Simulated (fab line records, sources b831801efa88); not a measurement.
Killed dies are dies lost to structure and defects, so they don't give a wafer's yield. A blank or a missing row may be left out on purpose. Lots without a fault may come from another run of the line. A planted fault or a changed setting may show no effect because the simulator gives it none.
Which tool did it? | flow gf180mcu | 11 lots, 33 wafers sampled, at 4 steps of a route of 602

WHAT THE GAUGES READ, wafer by wafer
GF_MIM_THK_MEAS_11: measures by xrf.
lot  | measured     | on            | MIM_ALCU_THK (nm)
L744 | day 25 16:21 | film_metro-03 | 197.3 198.5 199.7
L746 | day 26 08:13 | film_metro-04 | 213.7 213.0 212.3
L747 | day 26 11:51 | film_metro-04 | 213.6 212.5 211.7
L748 | day 26 12:41 | film_metro-04 | 214.2 212.2 212.3
L750 | day 27 12:56 | film_metro-04 | 198.7 198.5 199.2
L756 | day 29 05:09 | film_metro-02 | 201.5 203.3 204.7
L760 | day 30 12:46 | film_metro-03 | 200.4 201.5 201.2
L759 | day 30 17:29 | film_metro-02 | 202.2 202.3 203.6
L761 | day 30 18:39 | film_metro-02 | 201.6 202.2 198.9
L763 | day 31 00:19 | film_metro-02 | 198.1 198.7 198.9
L765 | day 31 17:03 | film_metro-04 | 204.3 204.8 201.9

GF_V5_THK_MEAS_01.
lot  | measured     | on            | V5_CVD_00_THK (nm)
L744 | day 27 10:44 | film_metro-02 | 296.8 298.9 299.5
L746 | day 28 02:13 | film_metro-01 | 300.2 299.8 296.8
L747 | day 28 05:11 | film_metro-01 | 298.3 300.7 296.6
L748 | day 28 05:51 | film_metro-04 | 303.0 301.3 301.4
L750 | day 29 05:42 | film_metro-04 | 302.7 299.6 299.8
L756 | day 30 19:54 | film_metro-04 | 300.5 301.0 300.5
L760 | day 32 00:22 | film_metro-02 | 301.7 296.9 300.9
L759 | day 32 05:46 | film_metro-02 | 301.8 299.4 299.5
L761 | day 32 06:59 | film_metro-04 | 301.7 300.7 300.7
L763 | day 32 12:23 | film_metro-01 | 301.4 300.1 299.9
L765 | day 33 02:58 | film_metro-04 | 298.3 298.5 300.0

WHICH TOOL RAN EACH LOT (tool, then ch and the chambers of the sampled wafers, then the start)
lot  | GF_MIM_SPUTTER_09            | GF_MIM_METAL_ETCH_19
L744 | pvd_sputter-03, day 25 16:12 | rie_metal-01 ch 0,1, day 26 13:13
L746 | pvd_sputter-02, day 26 08:04 | rie_metal-02 ch 0,1, day 27 05:00
L747 | pvd_sputter-01, day 26 11:37 | rie_metal-01 ch 0,1, day 27 07:54
L748 | pvd_sputter-01, day 26 12:32 | rie_metal-02 ch 0,1, day 27 09:15
L750 | pvd_sputter-02, day 27 12:46 | rie_metal-03 ch 0,1, day 28 08:49
L756 | pvd_sputter-02, day 29 04:59 | rie_metal-03 ch 1, day 29 23:36
L760 | pvd_sputter-03, day 30 12:37 | rie_metal-03 ch 0,1, day 31 05:57
L759 | pvd_sputter-02, day 30 17:19 | rie_metal-03 ch 0,1, day 31 11:06
L761 | pvd_sputter-02, day 30 18:30 | rie_metal-01 ch 0,1, day 31 12:03
L763 | pvd_sputter-01, day 31 00:10 | rie_metal-01 ch 0,1, day 31 17:20
L765 | pvd_sputter-03, day 31 16:54 | rie_metal-02 ch 0,1, day 32 09:42
- GF_MIM_SPUTTER_09: material TiN, target thk 35 nm, time 29.2 s.
- GF_MIM_METAL_ETCH_19: etches the open film in Cl2/BCl3, stops on Si3N4, target depth 324.5 nm, time 54.1 s.

WHAT THE TOOLS THEMSELVES READ (means of the sampled wafers that have a number; where no wafer has one, the mark that the record gives instead)
GF_MIM_SPUTTER_09.
lot  | tool           | cathode_dc_power_W (W) | chamber_pressure_pa (Pa) | throttle_valve_pct (%)
L744 | pvd_sputter-03 | 6499.3                 | 0.3991                   | 29.4
L746 | pvd_sputter-02 | -                      | -                        | -
L747 | pvd_sputter-01 | -                      | -                        | -
L748 | pvd_sputter-01 | -                      | -                        | -
L750 | pvd_sputter-02 | 6498.8                 | 0.4005                   | 31.1
L756 | pvd_sputter-02 | 6499.6                 | 0.4001                   | 29.9
L760 | pvd_sputter-03 | 6500.7                 | 0.4003                   | 29.4
L759 | pvd_sputter-02 | 6500.3                 | 0.3995                   | 32.0
L761 | pvd_sputter-02 | 6500.7                 | 0.3991                   | 30.8
L763 | pvd_sputter-01 | 6500.7                 | 0.3997                   | 28.7
L765 | pvd_sputter-03 | 6500.5                 | 0.4009                   | 30.3

GF_MIM_METAL_ETCH_19.
lot  | tool         | drypump_motor_current_A (A) | oes_product_au (a.u.) | throttle_valve_pct (%)
L744 | rie_metal-01 | 5.52                        | 0.931                 | 28.295
L746 | rie_metal-02 | 5.88                        | 0.993                 | 28.243
L747 | rie_metal-01 | 5.53                        | 0.993                 | 28.231
L748 | rie_metal-02 | 5.84                        | 0.989                 | 28.220
L750 | rie_metal-03 | 5.96                        | 0.941                 | 28.291
L756 | rie_metal-03 | 6.20                        | 0.941                 | 28.281
L760 | rie_metal-03 | 5.96                        | 0.941                 | 28.280
L759 | rie_metal-03 | 5.96                        | 0.948                 | 28.277
L761 | rie_metal-01 | 5.51                        | 0.941                 | 28.285
L763 | rie_metal-01 | 5.51                        | 0.940                 | 28.292
L765 | rie_metal-02 | 5.83                        | 0.946                 | 28.272

THE ANSWER, worked out from the rows above alone
Rule: what is usual is taken from the lots themselves. Put in order of their means at a reading, lots are off if they are a third of the lots or fewer, leave a main group of 4 or more, and stand apart from it by a gap of 3 or more times the standard deviation of the main group's means; of several such gaps the widest counts. A main group whose means are all the same, to the digits that the tables above print for the reading, isn't used. A lot without any number at a reading at which 4 lots or more have one is off too. The other lots that the step has rows for count as sound. The gauges are gone through in route order, then the tools' own readings, and for those a lot's mean is taken as printed above. The first step at which some lot is off is used, and at that step the reading that is off furthest; a lot without a number counts as furthest.
Off: L746, L747, L748, at GF_MIM_THK_MEAS_11 (MIM_ALCU_THK). The main group: mean 200.9 nm, standard deviation 2.
A tool fits if, at a process step before that reading, it ran every lot that is off, and no sound lot after the first of them. The gauges at GF_MIM_THK_MEAS_11 aren't tried: what is off there is off at GF_MIM_SPUTTER_09 too, on other tools, and a gauge's error can't cause that. None of those tried fits.

WHAT THE SIMULATOR HAD PUT IN
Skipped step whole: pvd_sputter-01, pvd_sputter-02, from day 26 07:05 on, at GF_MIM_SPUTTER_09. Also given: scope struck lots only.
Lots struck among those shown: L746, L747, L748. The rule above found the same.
